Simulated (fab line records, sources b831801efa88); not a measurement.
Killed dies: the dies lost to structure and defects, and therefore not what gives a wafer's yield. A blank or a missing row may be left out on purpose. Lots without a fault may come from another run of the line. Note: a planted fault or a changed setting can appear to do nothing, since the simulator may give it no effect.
Which of the tools did it?	flow sky130	at 1 step of a route of 708, 12 lots with 36 wafers sampled

## WHAT THE GAUGES READ, wafer by wafer
SKY_VIA1_BOW_MEAS_03.
lot	measured	on	VIA1_BOW (um)
L330	day 32 11:28	film-metro-04	82 82 80
L331	day 32 23:50	film-metro-03	81 71 72
L332	day 34 17:14	film-metro-03	89 90 74
L335	day 34 17:55	film-metro-04	89 77 96
L343	day 37 06:31	film-metro-02	83 73 81
L346	day 37 23:55	film-metro-02	82 82 70
L347	day 38 00:30	film-metro-02	71 76 77
L348	day 38 21:02	film-metro-04	80 81 65
L349	day 39 01:28	film-metro-02	70 82 79
L351	day 39 08:21	film-metro-04	72 79 80
L350	day 39 09:27	film-metro-04	80 76 73
L352	day 39 15:01	film-metro-02	79 74 79

## EACH LOT AND THE TOOL THAT RAN IT (in order: tool; ch and the chambers of the sampled wafers; start)
Before these readings, the record contains no process step.

## WHAT THE TOOLS THEMSELVES READ (means of the sampled wafers that have a number; where no wafer has one, the mark that the record gives instead)
The record holds no such reading with a usual standard deviation.

## THE ANSWER, worked out from the rows above alone
Rule: the lots themselves supply what counts as usual. Put in order of their means at a reading, lots are off if they are a third of the lots or fewer, leave a main group of 4 or more, and stand apart from it by a gap of 3 or more times the standard deviation of the main group's means; of several such gaps the widest counts. A main group is skipped when, at the precision printed for the reading in the tables above, its means are all equal. Also off: a lot with no number at a reading for which 4 or more lots have one. The other lots that the step has rows for count as sound. After the gauges, taken in route order, come the tools' own readings; for these a lot's mean is taken, as printed above. The first step at which some lot is off is used, and at that step the reading that is off furthest; a lot without a number counts as furthest.
None of the lots is off at any reading shown; this tells nothing.

## WHAT THE SIMULATOR PUT IN
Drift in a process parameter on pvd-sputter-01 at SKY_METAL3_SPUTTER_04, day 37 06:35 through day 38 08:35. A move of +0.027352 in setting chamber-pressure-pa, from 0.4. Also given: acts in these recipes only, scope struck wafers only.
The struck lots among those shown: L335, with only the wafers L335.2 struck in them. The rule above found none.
